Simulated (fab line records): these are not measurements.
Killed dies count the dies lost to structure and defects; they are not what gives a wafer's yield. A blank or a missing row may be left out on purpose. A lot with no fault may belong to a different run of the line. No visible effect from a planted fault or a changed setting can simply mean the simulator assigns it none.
Chamber matching :: flow sfq_line :: SFQ_TRILAYER_A5C_DEP_PECVD_142 on pecvd-01: 3 sister chambers
The step deposits SiO2 from SiH4/N2O, time 15.556 s, target thk 70 nm. 6 wafers are shown with their chamber, then 8 later ones without.

== WAFERS PAIRED WITH THEIR CHAMBERS ==
wafer: L275.1
chamber: 2
throttle_valve_pct (%): 23.1
heater_power_w (W): 83

wafer: L275.4
chamber: 2
throttle_valve_pct (%): 23.4
heater_power_w (W): 83

wafer: L279.2
chamber: 1
throttle_valve_pct (%): 23.1
heater_power_w (W): 100

wafer: L279.3
chamber: 0
throttle_valve_pct (%): 23.9
heater_power_w (W): 74

wafer: L279.4
chamber: 1
throttle_valve_pct (%): 23.2
heater_power_w (W): 96

wafer: L282.2
chamber: 0
throttle_valve_pct (%): 23.9
heater_power_w (W): 79

== WAFERS WITH NO CHAMBER GIVEN ==
wafer: L282.3
throttle_valve_pct (%): 23.1
heater_power_w (W): 89

wafer: L282.5
throttle_valve_pct (%): 23.1
heater_power_w (W): 89

wafer: L283.3
throttle_valve_pct (%): 23.7
heater_power_w (W): 85

wafer: L283.4
throttle_valve_pct (%): 24.0
heater_power_w (W): 84

wafer: L283.5
throttle_valve_pct (%): 23.1
heater_power_w (W): 86

wafer: L289.1
throttle_valve_pct (%): 23.6
heater_power_w (W): 97

wafer: L289.3
throttle_valve_pct (%): 23.2
heater_power_w (W): 73

wafer: L289.6
throttle_valve_pct (%): 24.1
heater_power_w (W): 82

== CHAMBER TAKEN BY EACH ==
wafer: L282.3
from the rows above: can't be placed: 2 or 1
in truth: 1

wafer: L282.5
from the rows above: can't be placed: 2 or 1
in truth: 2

wafer: L283.3
from the rows above: can't be placed: 2 or 0
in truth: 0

wafer: L283.4
from the rows above: 0
in truth: 0

wafer: L283.5
from the rows above: 2
in truth: 2

wafer: L289.1
from the rows above: 1
in truth: 1

wafer: L289.3
from the rows above: can't be placed: 2 or 0
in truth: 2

wafer: L289.6
from the rows above: 0
in truth: 0
Correctly placed: 4 of 8. These rows do not allow placing 4 (true chamber among the candidates in 4). 0 placed wrongly.
How it was worked out, from the rows above alone: a wafer's distance from a chamber is the root of the sum, over the readings, of the square of ((its reading less the chamber's mean) divided by the reading's scatter). If the next closest chamber is less than 2 further off than the closest, the wafer can't be placed; otherwise it belongs to the closest. A chamber's mean is the mean of its shown wafers. The scatter is the square root of a quotient: the sum, over the shown wafers, of each reading's squared deviation from its chamber's mean, divided by wafers minus chambers.
